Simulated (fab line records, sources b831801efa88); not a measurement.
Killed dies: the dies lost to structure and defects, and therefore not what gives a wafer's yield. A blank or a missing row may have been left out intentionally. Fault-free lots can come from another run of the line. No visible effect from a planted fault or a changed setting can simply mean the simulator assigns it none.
Which tool was responsible?    flow sky130    14 lots with 42 wafers sampled at 4 steps, on a route of 708 steps

== WHAT THE GAUGES SHOWED, per wafer ==
Not one reading of a measure or inspect step in the record can be checked against a usual standard deviation.

== WHICH TOOL RAN EACH LOT (tool, then ch and the chambers of the sampled wafers, then the start) ==
lot   SKY_VIA1_ETCH_15                    SKY_VIA1_STRIP_16                     SKY_METAL2_SPUTTER_00         SKY_METAL2_EXPOSE_12
L735  rie-diel-02 ch 1,3, day 33 18:14    plasma-asher-03 ch 0,1, day 33 18:17  pvd-sputter-04, day 33 19:31  krf-scanner-01 ch 0, day 34 08:35
L736  rie-diel-01 ch 0,1,3, day 34 00:27  plasma-asher-04 ch 0,1, day 34 00:29  pvd-sputter-02, day 34 01:50  krf-scanner-02 ch 0, day 34 15:32
L738  rie-diel-01 ch 0,1,3, day 34 22:47  plasma-asher-04 ch 0,1, day 34 22:50  pvd-sputter-02, day 35 00:04  krf-scanner-01 ch 0, day 35 13:09
L740  rie-diel-03 ch 0,1,2, day 35 09:46  plasma-asher-01 ch 0,1, day 35 09:49  pvd-sputter-02, day 35 11:02  krf-scanner-02 ch 0, day 36 00:25
L743  rie-diel-02 ch 2,3, day 36 14:43    plasma-asher-01 ch 0,1, day 36 14:47  pvd-sputter-01, day 36 15:59  krf-scanner-02 ch 0, day 37 06:10
L744  rie-diel-03 ch 0,1,2, day 36 22:40  plasma-asher-03 ch 0, day 36 22:43    pvd-sputter-01, day 36 23:56  krf-scanner-01 ch 0, day 37 13:37
L745  rie-diel-01 ch 0,1, day 37 02:16    plasma-asher-03 ch 0,1, day 37 02:19  pvd-sputter-02, day 37 03:32  krf-scanner-01 ch 0, day 37 16:30
L746  rie-diel-01 ch 2,3, day 37 12:40    plasma-asher-03 ch 0,1, day 37 12:44  pvd-sputter-01, day 37 13:56  krf-scanner-01 ch 0, day 38 02:26
L747  rie-diel-03 ch 0,1,3, day 37 17:56  plasma-asher-03 ch 0,1, day 37 17:59  pvd-sputter-04, day 37 19:13  krf-scanner-01 ch 0, day 38 08:06
L748  rie-diel-01 ch 0,2, day 37 23:49    plasma-asher-04 ch 0,1, day 37 23:52  pvd-sputter-02, day 38 01:31  krf-scanner-02 ch 0, day 38 15:14
L749  rie-diel-03 ch 0,1,2, day 38 05:40  plasma-asher-01 ch 0,1, day 38 05:43  pvd-sputter-02, day 38 07:00  krf-scanner-02 ch 0, day 38 19:40
L750  rie-diel-02 ch 0,1,2, day 38 11:49  plasma-asher-03 ch 0,1, day 38 11:52  pvd-sputter-04, day 38 13:11  krf-scanner-02 ch 0, day 39 01:34
L756  rie-diel-03 ch 0,1,2, day 40 06:23  plasma-asher-03 ch 0,1, day 40 06:26  pvd-sputter-01, day 40 07:42  krf-scanner-02, day 40 20:07
L757  rie-diel-03 ch 0,1,2, day 40 14:03  plasma-asher-03 ch 0,1, day 40 14:06  pvd-sputter-04, day 40 15:19  krf-scanner-02, day 41 04:08
- SKY_VIA1_ETCH_15: etches SiO2 in C4F8/O2/Ar, stops on TiN, target depth 351 nm, time 54 s.
- SKY_VIA1_STRIP_16: strips in O2/N2.
- SKY_METAL2_SPUTTER_00: material Ti, target thk 15 nm, time 10 s.
- SKY_METAL2_EXPOSE_12: exposes mask MM2, target cd 140 nm.

== WHAT THE TOOLS THEMSELVES READ (means of the sampled wafers that have a number; where no wafer has one, the mark that the record gives instead) ==
SKY_VIA1_ETCH_15. Usual: chamber-pressure-mTorr 40.00 mTorr, standard deviation 0.038; oes-product-au 0.982 a.u., standard deviation 0.0053.
lot   tool         chamber-pressure-mTorr (mTorr)  oes-product-au (a.u.)  flag
L735  rie-diel-02  39.99                           0.986                  
L736  rie-diel-01  39.99                           0.988                  
L738  rie-diel-01  40.03                           0.978                  
L740  rie-diel-03  40.02                           0.982                  
L743  rie-diel-02  40.01                           0.981                  
L744  rie-diel-03  40.00                           0.985                  
L745  rie-diel-01  39.98                           0.979                  
L746  rie-diel-01  40.01                           0.982                  
L747  rie-diel-03  39.99                           0.985                  
L748  rie-diel-01  39.97                           0.980                  
L749  rie-diel-03  39.97                           0.983                  
L750  rie-diel-02  40.02                           0.987                  
L756  rie-diel-03  40.00                           0.980                  
L757  rie-diel-03  39.96                           0.980                  

SKY_VIA1_STRIP_16. Usual: chamber-pressure-mTorr 1500.2 mTorr, standard deviation 1.3; drypump-motor-current-A 5.4 A, standard deviation 0.56; oes-product-au 0.416 a.u., standard deviation 0.0041; strip-time-to-endpoint-s 4.456 s, standard deviation 0.02.
lot   tool             chamber-pressure-mTorr (mTorr)  drypump-motor-current-A (A)  oes-product-au (a.u.)  strip-time-to-endpoint-s (s)  flag
L735  plasma-asher-03  1500.8                          5.0                          0.410                  4.439                         
L736  plasma-asher-04  1499.8                          6.0                          0.418                  4.461                         
L738  plasma-asher-04  1498.6                          6.0                          0.410                  4.465                         
L740  plasma-asher-01  1499.6                          5.1                          0.416                  4.445                         
L743  plasma-asher-01  1500.9                          5.3                          0.415                  4.435                         
L744  plasma-asher-03  1500.8                          5.7                          0.413                  4.450                         
L745  plasma-asher-03  1499.2                          5.4                          0.414                  4.445                         
L746  plasma-asher-03  1500.4                          5.3                          0.414                  4.449                         
L747  plasma-asher-03  1500.9                          5.0                          0.413                  4.476                         
L748  plasma-asher-04  1500.3                          6.0                          0.413                  4.455                         
L749  plasma-asher-01  1500.5                          5.1                          0.419                  4.455                         
L750  plasma-asher-03  1498.2                          5.3                          0.420                  4.483                         
L756  plasma-asher-03  1500.1                          5.4                          0.416                  4.469                         
L757  plasma-asher-03  1500.1                          5.0                          0.420                  4.443                         

SKY_METAL2_SPUTTER_00. Usual: cathode-dc-power-W 3000.0 W, standard deviation 0.53; throttle-valve-pct 29.8 %, standard deviation 0.94.
lot   tool            cathode-dc-power-W (W)  throttle-valve-pct (%)  flag
L735  pvd-sputter-04  2999.8                  29.6                    
L736  pvd-sputter-02  2999.8                  30.3                    
L738  pvd-sputter-02  2999.9                  30.0                    
L740  pvd-sputter-02  3000.5                  29.9                    
L743  pvd-sputter-01  3000.0                  29.5                    
L744  pvd-sputter-01  3000.7                  30.1                    
L745  pvd-sputter-02  3000.1                  29.8                    
L746  pvd-sputter-01  2999.2                  31.0                    
L747  pvd-sputter-04  3000.0                  29.5                    
L748  pvd-sputter-02  2999.8                  29.5                    
L749  pvd-sputter-02  3000.5                  30.4                    
L750  pvd-sputter-04  2999.4                  29.9                    
L756  pvd-sputter-01  3000.5                  31.3                    
L757  pvd-sputter-04  2999.9                  30.4                    

SKY_METAL2_EXPOSE_12. Usual: exposure-dose-mJ-cm2 28.001, standard deviation 0.023; focus-offset-nm 0.0 nm, standard deviation 0.49; stage-vel-mm-s 500.02 mm/s, standard deviation 0.27.
lot   tool            exposure-dose-mJ-cm2  focus-offset-nm (nm)  stage-vel-mm-s (mm/s)  flag
L735  krf-scanner-01  27.988                0.5                   499.98                 
L736  krf-scanner-02  28.010                0.6                   499.98                 
L738  krf-scanner-01  28.010                -0.7                  500.19                 
L740  krf-scanner-02  28.028                0.1                   500.43                 
L743  krf-scanner-02  28.016                0.1                   499.84                 
L744  krf-scanner-01  28.009                0.3                   499.89                 
L745  krf-scanner-01  27.984                0.5                   500.01                 
L746  krf-scanner-01  27.998                -0.0                  500.16                 
L747  krf-scanner-01  27.986                -0.6                  500.17                 
L748  krf-scanner-02  28.028                -0.3                  499.94                 
L749  krf-scanner-02  28.023                0.4                   500.62                 
L750  krf-scanner-02  27.981                -0.3                  500.24                 
L756  krf-scanner-02  -                     -                     -                      OFF
L757  krf-scanner-02  -                     -                     -                      OFF

== THE ANSWER, worked out from the rows above alone ==
Rule: take the mean of a lot's wafers that have a number; if it is more than 3 standard deviations from the usual mean, the lot is off. A lot without any number at a reading at which 4 lots or more have one is off too. All remaining lots with rows at the step are treated as sound. First the gauges in route order, then the tools' own readings, where a lot's mean is used as printed above. At the first step where some lot is off, the reading lying furthest off is the one used; lots without a number count as furthest.
Off: L756, L757, at SKY_METAL2_EXPOSE_12 (exposure-dose-mJ-cm2). Without a number there: L756, L757.
A tool fits if, at that step or a process step before it, it ran every lot that is off, and no sound lot after the first of them. Can't be told from this: 3 tools fit, rie-diel-03 at SKY_VIA1_ETCH_15, plasma-asher-03 at SKY_VIA1_STRIP_16, krf-scanner-02 at SKY_METAL2_EXPOSE_12.

== WHAT WAS PUT IN BY THE SIMULATOR ==
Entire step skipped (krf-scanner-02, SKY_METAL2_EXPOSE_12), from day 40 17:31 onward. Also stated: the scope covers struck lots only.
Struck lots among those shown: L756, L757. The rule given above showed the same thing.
